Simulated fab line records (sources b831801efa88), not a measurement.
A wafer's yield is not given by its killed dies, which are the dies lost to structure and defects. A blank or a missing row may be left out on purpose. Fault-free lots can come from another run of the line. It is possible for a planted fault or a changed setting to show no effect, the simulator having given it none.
Which of the tools did it? || flow gf180mcu || 42 wafers from 14 lots sampled at 3 of the route's 602 steps

== WHAT EACH GAUGE READ, for each wafer ==
GF_STI_THK_MEAS_04.
{"lot": "L716", "measured": "day 1 13:35", "on": "film-metro-04", "STI_CVD_03_THK (nm)": "205.2 205.2 205.5"}
{"lot": "L717", "measured": "day 1 18:46", "on": "film-metro-02", "STI_CVD_03_THK (nm)": "206.1 206.2 205.5"}
{"lot": "L718", "measured": "day 1 23:35", "on": "film-metro-02", "STI_CVD_03_THK (nm)": "209.7 209.0 207.5"}
{"lot": "L721", "measured": "day 2 15:28", "on": "film-metro-03", "STI_CVD_03_THK (nm)": "207.5 205.9 206.1"}
{"lot": "L722", "measured": "day 2 21:20", "on": "film-metro-03", "STI_CVD_03_THK (nm)": "203.2 204.8 204.7"}
{"lot": "L729", "measured": "day 4 08:11", "on": "film-metro-04", "STI_CVD_03_THK (nm)": "206.3 203.1 204.5"}
{"lot": "L730", "measured": "day 4 13:22", "on": "film-metro-02", "STI_CVD_03_THK (nm)": "205.9 207.3 208.5"}
{"lot": "L731", "measured": "day 4 17:35", "on": "film-metro-04", "STI_CVD_03_THK (nm)": "204.6 205.4 204.0"}
{"lot": "L732", "measured": "day 4 21:34", "on": "film-metro-03", "STI_CVD_03_THK (nm)": "206.0 206.2 207.4"}
{"lot": "L733", "measured": "day 5 05:04", "on": "film-metro-03", "STI_CVD_03_THK (nm)": "204.0 204.1 206.1"}
{"lot": "L734", "measured": "day 5 07:34", "on": "film-metro-04", "STI_CVD_03_THK (nm)": "205.2 204.7 206.1"}
{"lot": "L736", "measured": "day 5 17:34", "on": "film-metro-02", "STI_CVD_03_THK (nm)": "205.1 206.7 203.9"}
{"lot": "L738", "measured": "day 6 08:23", "on": "film-metro-02", "STI_CVD_03_THK (nm)": "204.0 203.6 203.7"}
{"lot": "L739", "measured": "day 6 14:58", "on": "film-metro-04", "STI_CVD_03_THK (nm)": "207.6 206.7 207.5"}

GF_DNWELL_TW_MEAS_09.
{"lot": "L716", "measured": "day 2 18:14", "on": "film-metro-02", "DNWELL_TW": "1326 1328 1333"}
{"lot": "L717", "measured": "day 2 23:01", "on": "film-metro-02", "DNWELL_TW": "1324 1332 1334"}
{"lot": "L718", "measured": "day 3 07:44", "on": "film-metro-01", "DNWELL_TW": "1358 1356 1355"}
{"lot": "L729", "measured": "day 5 17:10", "on": "film-metro-02", "DNWELL_TW": "1326 1329 1336"}
{"lot": "L730", "measured": "day 6 00:04", "on": "film-metro-01", "DNWELL_TW": "1342 1342 1347"}
{"lot": "L731", "measured": "day 6 03:22", "on": "film-metro-01", "DNWELL_TW": "1356 1358 1353"}
{"lot": "L732", "measured": "day 6 07:03", "on": "film-metro-02", "DNWELL_TW": "1320 1325 1325"}
{"lot": "L733", "measured": "day 7 00:14", "on": "film-metro-02", "DNWELL_TW": "1331 1325 1324"}
{"lot": "L734", "measured": "day 6 23:52", "on": "film-metro-03", "DNWELL_TW": "1370 1365 1366"}
{"lot": "L736", "measured": "day 7 05:43", "on": "film-metro-02", "DNWELL_TW": "1324 1326 1330"}
{"lot": "L738", "measured": "day 7 18:52", "on": "film-metro-03", "DNWELL_TW": "1363 1358 1360"}
{"lot": "L739", "measured": "day 8 02:40", "on": "film-metro-03", "DNWELL_TW": "1358 1360 1348"}

== EACH LOT AND THE TOOL THAT RAN IT (in order: tool; ch and the chambers of the sampled wafers; start) ==
{"lot": "L716", "GF_STI_WET_ETCH_28": "wet-bench-03 ch 3, day 2 04:43"}
{"lot": "L717", "GF_STI_WET_ETCH_28": "wet-bench-03 ch 3, day 2 08:55"}
{"lot": "L718", "GF_STI_WET_ETCH_28": "wet-bench-04 ch 0, day 2 15:16"}
{"lot": "L721", "GF_STI_WET_ETCH_28": "wet-bench-04 ch 2, day 3 07:20"}
{"lot": "L722", "GF_STI_WET_ETCH_28": "wet-bench-02 ch 1, day 3 12:25"}
{"lot": "L729", "GF_STI_WET_ETCH_28": "wet-bench-02 ch 2, day 5 00:02"}
{"lot": "L730", "GF_STI_WET_ETCH_28": "wet-bench-02 ch 2, day 5 07:41"}
{"lot": "L731", "GF_STI_WET_ETCH_28": "wet-bench-04 ch 3, day 5 11:18"}
{"lot": "L732", "GF_STI_WET_ETCH_28": "wet-bench-02 ch 3, day 5 14:51"}
{"lot": "L733", "GF_STI_WET_ETCH_28": "wet-bench-04 ch 0, day 6 01:46"}
{"lot": "L734", "GF_STI_WET_ETCH_28": "wet-bench-02 ch 0, day 6 01:57"}
{"lot": "L736", "GF_STI_WET_ETCH_28": "wet-bench-02 ch 1, day 6 12:55"}
{"lot": "L738", "GF_STI_WET_ETCH_28": "wet-bench-04 ch 2, day 7 01:53"}
{"lot": "L739", "GF_STI_WET_ETCH_28": "wet-bench-04 ch 0, day 7 09:47"}
- GF_STI_WET_ETCH_28: etches SiO2 in dHF, target depth 20 nm, time 40 s.

== AS READ BY THE TOOLS THEMSELVES (means over the sampled wafers that have a number; for cases with no such wafer, the mark the record gives instead) ==
GF_STI_WET_ETCH_28.
{"lot": "L716", "tool": "wet-bench-03", "bath-heat-duty-pct (%)": 5.2, "run-length-s (s)": 66.1}
{"lot": "L717", "tool": "wet-bench-03", "bath-heat-duty-pct (%)": 5.7, "run-length-s (s)": 67.0}
{"lot": "L718", "tool": "wet-bench-04", "bath-heat-duty-pct (%)": 5.6, "run-length-s (s)": 73.5}
{"lot": "L721", "tool": "wet-bench-04", "bath-heat-duty-pct (%)": "-", "run-length-s (s)": "-"}
{"lot": "L722", "tool": "wet-bench-02", "bath-heat-duty-pct (%)": "-", "run-length-s (s)": "-"}
{"lot": "L729", "tool": "wet-bench-02", "bath-heat-duty-pct (%)": 7.4, "run-length-s (s)": 66.9}
{"lot": "L730", "tool": "wet-bench-02", "bath-heat-duty-pct (%)": 7.7, "run-length-s (s)": 72.8}
{"lot": "L731", "tool": "wet-bench-04", "bath-heat-duty-pct (%)": 6.3, "run-length-s (s)": 66.3}
{"lot": "L732", "tool": "wet-bench-02", "bath-heat-duty-pct (%)": 7.5, "run-length-s (s)": 72.0}
{"lot": "L733", "tool": "wet-bench-04", "bath-heat-duty-pct (%)": 5.9, "run-length-s (s)": 66.2}
{"lot": "L734", "tool": "wet-bench-02", "bath-heat-duty-pct (%)": 6.8, "run-length-s (s)": 66.8}
{"lot": "L736", "tool": "wet-bench-02", "bath-heat-duty-pct (%)": 6.3, "run-length-s (s)": 66.9}
{"lot": "L738", "tool": "wet-bench-04", "bath-heat-duty-pct (%)": 5.0, "run-length-s (s)": 66.3}
{"lot": "L739", "tool": "wet-bench-04", "bath-heat-duty-pct (%)": 4.9, "run-length-s (s)": 66.6}

== THE ANSWER, worked out from the rows above alone ==
Rule: the lots themselves supply what counts as usual. Put in order of their means at a reading, lots are off if they are a third of the lots or fewer, leave a main group of 4 or more, and stand apart from it by a gap of 3 or more times the standard deviation of the main group's means; of several such gaps the widest counts. Not used: any main group whose means are identical at the precision the tables above print for the reading. A lot without any number at a reading at which 4 lots or more have one is off too. Any other lot the step has rows for is counted as sound. Order of review: gauges by route order, followed by the tools' own readings, for which a lot's mean as printed above is used. At the first step where some lot is off, the reading lying furthest off is the one used; lots without a number count as furthest.
Off: L721, L722 (GF_STI_WET_ETCH_28, bath-heat-duty-pct). Without a number there: L721, L722. For the main group the mean is 6.2 % and the standard deviation 0.94.
A tool fits if, at that step or a process step before it, it ran every lot that is off, and no sound lot after the first of them. Not one of the candidates tried fits.

== WHAT THE SIMULATOR HAD PUT IN ==
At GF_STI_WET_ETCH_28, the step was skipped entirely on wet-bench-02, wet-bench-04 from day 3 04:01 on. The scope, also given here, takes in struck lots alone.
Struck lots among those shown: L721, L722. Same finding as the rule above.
